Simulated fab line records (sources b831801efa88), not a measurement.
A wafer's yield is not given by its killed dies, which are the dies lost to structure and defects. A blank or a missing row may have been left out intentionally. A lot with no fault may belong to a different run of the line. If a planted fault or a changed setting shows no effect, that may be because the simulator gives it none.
Which of the tools did it? / flow gf180mcu / 24 lots with 72 wafers sampled at 3 steps, on a route of 602 steps

== WHAT EACH GAUGE READ, for each wafer ==
GF_SAB_THK_MEAS_01. Usual: SAB_CVD_00_THK gives 49.7 nm (standard deviation 0.88).
lot=L074; measured=day 14 00:43; on=film-metro-02; SAB_CVD_00_THK (nm)=47.7 48.2 48.8; flag=
lot=L075; measured=day 14 12:10; on=film-metro-03; SAB_CVD_00_THK (nm)=49.7 49.9 50.9; flag=
lot=L076; measured=day 14 13:17; on=film-metro-02; SAB_CVD_00_THK (nm)=48.5 47.9 48.8; flag=
lot=L077; measured=day 14 18:56; on=film-metro-03; SAB_CVD_00_THK (nm)=48.2 49.6 49.4; flag=
lot=L078; measured=day 15 06:26; on=film-metro-02; SAB_CVD_00_THK (nm)=49.1 50.3 49.9; flag=
lot=L079; measured=day 15 11:49; on=film-metro-02; SAB_CVD_00_THK (nm)=49.8 50.6 50.0; flag=
lot=L080; measured=day 15 19:06; on=film-metro-01; SAB_CVD_00_THK (nm)=49.7 50.2 49.4; flag=
lot=L081; measured=day 16 07:35; on=film-metro-02; SAB_CVD_00_THK (nm)=49.6 49.9 50.6; flag=
lot=L082; measured=day 16 18:35; on=film-metro-01; SAB_CVD_00_THK (nm)=48.9 50.5 50.1; flag=
lot=L083; measured=day 17 08:19; on=film-metro-01; SAB_CVD_00_THK (nm)=49.1 51.0 50.3; flag=
lot=L084; measured=day 17 08:49; on=film-metro-01; SAB_CVD_00_THK (nm)=48.7 49.3 48.3; flag=
lot=L085; measured=day 17 15:44; on=film-metro-03; SAB_CVD_00_THK (nm)=48.7 50.9 48.9; flag=
lot=L086; measured=day 17 22:10; on=film-metro-03; SAB_CVD_00_THK (nm)=50.7 50.4 50.6; flag=
lot=L087; measured=day 18 18:25; on=film-metro-01; SAB_CVD_00_THK (nm)=50.1 50.7 50.0; flag=
lot=L088; measured=day 18 19:20; on=film-metro-03; SAB_CVD_00_THK (nm)=48.5 48.5 49.5; flag=
lot=L089; measured=day 19 17:38; on=film-metro-01; SAB_CVD_00_THK (nm)=49.9 49.1 49.7; flag=
lot=L090; measured=day 19 18:11; on=film-metro-02; SAB_CVD_00_THK (nm)=50.0 49.3 49.5; flag=
lot=L091; measured=day 20 03:32; on=film-metro-02; SAB_CVD_00_THK (nm)=49.1 49.3 49.8; flag=
lot=L093; measured=day 20 15:35; on=film-metro-02; SAB_CVD_00_THK (nm)=49.0 50.4 50.6; flag=
lot=L092; measured=day 20 15:50; on=film-metro-02; SAB_CVD_00_THK (nm)=49.9 50.2 50.7; flag=
lot=L094; measured=day 20 21:55; on=film-metro-02; SAB_CVD_00_THK (nm)=48.3 50.1 49.5; flag=
lot=L095; measured=day 21 11:56; on=film-metro-01; SAB_CVD_00_THK (nm)=50.2 51.6 50.3; flag=
lot=L096; measured=day 21 12:14; on=film-metro-03; SAB_CVD_00_THK (nm)=48.3 47.7 48.4; flag=
lot=L097; measured=day 22 01:35; on=film-metro-02; SAB_CVD_00_THK (nm)=50.4 51.6 50.6; flag=

GF_M1_OVL_MEAS_15. Usual: M1_OVL gives -3 nm (standard deviation 5.2).
lot=L074; measured=day 16 20:06; on=overlay-02; M1_OVL (nm)=-1 -2 2; flag=
lot=L075; measured=day 17 12:01; on=overlay-02; M1_OVL (nm)=-8 3 -10; flag=
lot=L076; measured=day 17 12:47; on=overlay-02; M1_OVL (nm)=-3 -7 -2; flag=
lot=L077; measured=day 17 19:13; on=overlay-02; M1_OVL (nm)=-1 -8 -4; flag=
lot=L078; measured=day 18 05:33; on=overlay-01; M1_OVL (nm)=0 3 -3; flag=
lot=L079; measured=day 18 12:41; on=overlay-02; M1_OVL (nm)=-4 -5 -8; flag=
lot=L080; measured=day 18 19:39; on=overlay-02; M1_OVL (nm)=0 -11 -2; flag=
lot=L081; measured=day 19 11:03; on=overlay-02; M1_OVL (nm)=-10 -2 -8; flag=
lot=L082; measured=day 19 21:57; on=overlay-02; M1_OVL (nm)=-4 0 1; flag=
lot=L083; measured=day 20 11:44; on=overlay-01; M1_OVL (nm)=-2 -9 -4; flag=
lot=L084; measured=day 20 12:41; on=overlay-01; M1_OVL (nm)=1 5 7; flag=
lot=L085; measured=day 20 19:16; on=overlay-02; M1_OVL (nm)=0 3 -3; flag=
lot=L086; measured=day 21 04:14; on=overlay-02; M1_OVL (nm)=0 -3 1; flag=
lot=L087; measured=day 21 22:29; on=overlay-02; M1_OVL (nm)=-2 -6 -8; flag=
lot=L088; measured=day 21 23:57; on=overlay-01; M1_OVL (nm)=-8 -5 -12; flag=
lot=L089; measured=day 22 21:00; on=overlay-01; M1_OVL (nm)=0 -11 -13; flag=
lot=L090; measured=day 22 21:21; on=overlay-02; M1_OVL (nm)=-6 -5 -7; flag=
lot=L091; measured=day 23 05:50; on=overlay-01; M1_OVL (nm)=0 -5 -9; flag=
lot=L093; measured=day 23 15:29; on=overlay-01; M1_OVL (nm)=-3 -5 -1; flag=
lot=L092; measured=day 23 16:38; on=overlay-01; M1_OVL (nm)=-5 -7 -6; flag=
lot=L094; measured=day 23 23:29; on=overlay-01; M1_OVL (nm)=-1 1 -4; flag=
lot=L095; measured=day 24 09:59; on=overlay-02; M1_OVL (nm)=7 2 6; flag=
lot=L096; measured=day 24 11:05; on=overlay-01; M1_OVL (nm)=-1 -2 4; flag=
lot=L097; measured=day 24 23:23; on=overlay-01; M1_OVL (nm)=-7 -13 -13; flag=

== WHAT TOOL EACH LOT RAN ON (gives the tool, then ch and the chambers of the sampled wafers, and finally the start) ==
lot=L074; GF_CONTACT_CMP_27=cmp-02 ch 0,2,3, day 15 20:35
lot=L075; GF_CONTACT_CMP_27=cmp-02 ch 0,1,2, day 16 11:47
lot=L076; GF_CONTACT_CMP_27=cmp-01 ch 0,2,3, day 16 12:47
lot=L077; GF_CONTACT_CMP_27=cmp-02 ch 1,3, day 16 18:23
lot=L078; GF_CONTACT_CMP_27=cmp-02 ch 1,2, day 17 05:17
lot=L079; GF_CONTACT_CMP_27=cmp-01 ch 1,2,3, day 17 12:20
lot=L080; GF_CONTACT_CMP_27=cmp-01 ch 0,1,2, day 17 18:52
lot=L081; GF_CONTACT_CMP_27=cmp-02 ch 1,2,3, day 18 09:26
lot=L082; GF_CONTACT_CMP_27=cmp-02 ch 0,1,3, day 18 20:25
lot=L083; GF_CONTACT_CMP_27=cmp-01 ch 1,2,3, day 19 10:57
lot=L084; GF_CONTACT_CMP_27=cmp-02 ch 2,3, day 19 11:17
lot=L085; GF_CONTACT_CMP_27=cmp-01 ch 0,1, day 19 18:31
lot=L086; GF_CONTACT_CMP_27=cmp-02 ch 0,2,3, day 20 03:04
lot=L087; GF_CONTACT_CMP_27=cmp-01 ch 1,2, day 20 21:21
lot=L088; GF_CONTACT_CMP_27=cmp-02 ch 0,1,2, day 20 23:06
lot=L089; GF_CONTACT_CMP_27=cmp-02 ch 0,1,3, day 21 21:29
lot=L090; GF_CONTACT_CMP_27=cmp-02 ch 2,3, day 21 21:48
lot=L091; GF_CONTACT_CMP_27=cmp-02 ch 0,1,3, day 22 06:10
lot=L093; GF_CONTACT_CMP_27=cmp-02 ch 2,3, day 22 17:06
lot=L092; GF_CONTACT_CMP_27=cmp-02 ch 1,2,3, day 22 17:49
lot=L094; GF_CONTACT_CMP_27=cmp-02 ch 0,1,2, day 23 00:13
lot=L095; GF_CONTACT_CMP_27=cmp-01 ch 2,3, day 23 11:45
lot=L096; GF_CONTACT_CMP_27=cmp-02 ch 0,1,2, day 23 12:49
lot=L097; GF_CONTACT_CMP_27=cmp-01 ch 0,2,3, day 24 01:21
- GF_CONTACT_CMP_27: polishes, stops on SiO2, t overpolish 15 s, target thk 0 nm.

== AS READ BY THE TOOLS THEMSELVES (means over the sampled wafers that have a number; for cases with no such wafer, the mark the record gives instead) ==
GF_CONTACT_CMP_27. Usual: head-pressure-psi 3.500 psi, standard deviation 0.008; motor-current-A 11.5 A, standard deviation 1; overpolish-run-s 15.000 s, standard deviation 0.0094; time-to-endpoint-s 73 s, standard deviation 3.6.
lot=L074; tool=cmp-02; head-pressure-psi (psi)=3.499; motor-current-A (A)=11.5; overpolish-run-s (s)=14.998; time-to-endpoint-s (s)=71; flag=
lot=L075; tool=cmp-02; head-pressure-psi (psi)=3.507; motor-current-A (A)=11.8; overpolish-run-s (s)=14.991; time-to-endpoint-s (s)=68; flag=
lot=L076; tool=cmp-01; head-pressure-psi (psi)=3.491; motor-current-A (A)=11.5; overpolish-run-s (s)=15.003; time-to-endpoint-s (s)=78; flag=
lot=L077; tool=cmp-02; head-pressure-psi (psi)=3.498; motor-current-A (A)=11.5; overpolish-run-s (s)=15.001; time-to-endpoint-s (s)=74; flag=
lot=L078; tool=cmp-02; head-pressure-psi (psi)=3.499; motor-current-A (A)=11.9; overpolish-run-s (s)=14.998; time-to-endpoint-s (s)=72; flag=
lot=L079; tool=cmp-01; head-pressure-psi (psi)=3.506; motor-current-A (A)=10.4; overpolish-run-s (s)=14.999; time-to-endpoint-s (s)=78; flag=
lot=L080; tool=cmp-01; head-pressure-psi (psi)=3.498; motor-current-A (A)=10.4; overpolish-run-s (s)=14.999; time-to-endpoint-s (s)=76; flag=
lot=L081; tool=cmp-02; head-pressure-psi (psi)=3.502; motor-current-A (A)=11.7; overpolish-run-s (s)=14.998; time-to-endpoint-s (s)=78; flag=
lot=L082; tool=cmp-02; head-pressure-psi (psi)=3.498; motor-current-A (A)=11.1; overpolish-run-s (s)=14.993; time-to-endpoint-s (s)=71; flag=
lot=L083; tool=cmp-01; head-pressure-psi (psi)=3.510; motor-current-A (A)=10.5; overpolish-run-s (s)=15.002; time-to-endpoint-s (s)=71; flag=
lot=L084; tool=cmp-02; head-pressure-psi (psi)=3.498; motor-current-A (A)=12.3; overpolish-run-s (s)=15.003; time-to-endpoint-s (s)=72; flag=
lot=L085; tool=cmp-01; head-pressure-psi (psi)=3.492; motor-current-A (A)=10.8; overpolish-run-s (s)=15.005; time-to-endpoint-s (s)=75; flag=
lot=L086; tool=cmp-02; head-pressure-psi (psi)=3.512; motor-current-A (A)=11.8; overpolish-run-s (s)=14.999; time-to-endpoint-s (s)=73; flag=
lot=L087; tool=cmp-01; head-pressure-psi (psi)=3.505; motor-current-A (A)=9.7; overpolish-run-s (s)=14.992; time-to-endpoint-s (s)=70; flag=
lot=L088; tool=cmp-02; head-pressure-psi (psi)=3.505; motor-current-A (A)=11.7; overpolish-run-s (s)=15.003; time-to-endpoint-s (s)=74; flag=
lot=L089; tool=cmp-02; head-pressure-psi (psi)=3.493; motor-current-A (A)=11.5; overpolish-run-s (s)=15.004; time-to-endpoint-s (s)=73; flag=
lot=L090; tool=cmp-02; head-pressure-psi (psi)=3.501; motor-current-A (A)=12.7; overpolish-run-s (s)=14.998; time-to-endpoint-s (s)=73; flag=
lot=L091; tool=cmp-02; head-pressure-psi (psi)=3.500; motor-current-A (A)=11.8; overpolish-run-s (s)=14.998; time-to-endpoint-s (s)=76; flag=
lot=L093; tool=cmp-02; head-pressure-psi (psi)=3.494; motor-current-A (A)=12.1; overpolish-run-s (s)=14.997; time-to-endpoint-s (s)=71; flag=
lot=L092; tool=cmp-02; head-pressure-psi (psi)=3.506; motor-current-A (A)=11.7; overpolish-run-s (s)=15.004; time-to-endpoint-s (s)=72; flag=
lot=L094; tool=cmp-02; head-pressure-psi (psi)=3.491; motor-current-A (A)=11.8; overpolish-run-s (s)=15.007; time-to-endpoint-s (s)=73; flag=
lot=L095; tool=cmp-01; head-pressure-psi (psi)=3.497; motor-current-A (A)=11.4; overpolish-run-s (s)=14.993; time-to-endpoint-s (s)=72; flag=
lot=L096; tool=cmp-02; head-pressure-psi (psi)=3.495; motor-current-A (A)=11.8; overpolish-run-s (s)=14.994; time-to-endpoint-s (s)=73; flag=
lot=L097; tool=cmp-01; head-pressure-psi (psi)=3.499; motor-current-A (A)=11.8; overpolish-run-s (s)=15.001; time-to-endpoint-s (s)=75; flag=

== THE ANSWER, worked out from the rows above alone ==
Rule: lot off if the mean of its wafers having a number is beyond 3 standard deviations from the usual mean. A lot without any number at a reading at which 4 lots or more have one is off too. Where the step has rows for the other lots, those lots are counted as sound. First the gauges in route order, then the tools' own readings, where a lot's mean is used as printed above. At the first step where some lot is off, the reading lying furthest off is the one used; lots without a number count as furthest.
No lot is off at any reading shown: from this, nothing can be told.

== WHAT THE SIMULATOR HAD INSERTED ==
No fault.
